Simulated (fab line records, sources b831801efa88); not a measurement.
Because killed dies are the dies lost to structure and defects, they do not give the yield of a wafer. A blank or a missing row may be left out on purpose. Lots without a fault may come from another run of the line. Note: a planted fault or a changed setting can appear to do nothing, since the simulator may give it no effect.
Matching of chambers ; flow sky130 ; SKY_VIA3_ETCH_14 on rie_diel-01 has 4 sister chambers
The step etches BARC in N2/H2, stops on SiO2, time 45.9 s, target depth 60 nm. 4 wafers are shown with their chamber, then 9 later ones without.

== WAFERS, EACH WITH ITS CHAMBER ==
wafer;chamber;drypump_motor_current_A (A)
L090.3;0;6.4
L093.1;1;5.3
L093.2;3;5.1
L093.4;2;5.4

== WAFERS WITHOUT THEIR CHAMBER ==
wafer;drypump_motor_current_A (A)
L095.1;5.4
L095.2;5.4
L095.3;5.1
L096.1;5.4
L096.2;6.5
L096.3;5.1
L096.4;5.3
L096.5;5.1
L096.6;6.4

== THE CHAMBER EACH PASSED THROUGH ==
wafer;from the rows above;in truth
L095.1;2;2
L095.2;2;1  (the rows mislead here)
L095.3;3;3
L096.1;2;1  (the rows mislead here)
L096.2;0;0
L096.3;3;3
L096.4;1;1
L096.5;3;3
L096.6;0;0
Placed correctly: 7 of 9. Number that these rows cannot place: 0. 2 placed wrongly.
How it was worked out, from the rows above alone: a wafer's distance from a chamber is the root of the sum, over the readings, of the square of ((its reading less the chamber's mean) divided by the reading's scatter). The wafer belongs to the nearest chamber; if the next one is less than 2 further off, it can't be placed. For every chamber, the mean is computed from those of its wafers that are shown. The scatter: root of mean squared gap, hidden wafer to nearest shown wafer, with one shown wafer a chamber.
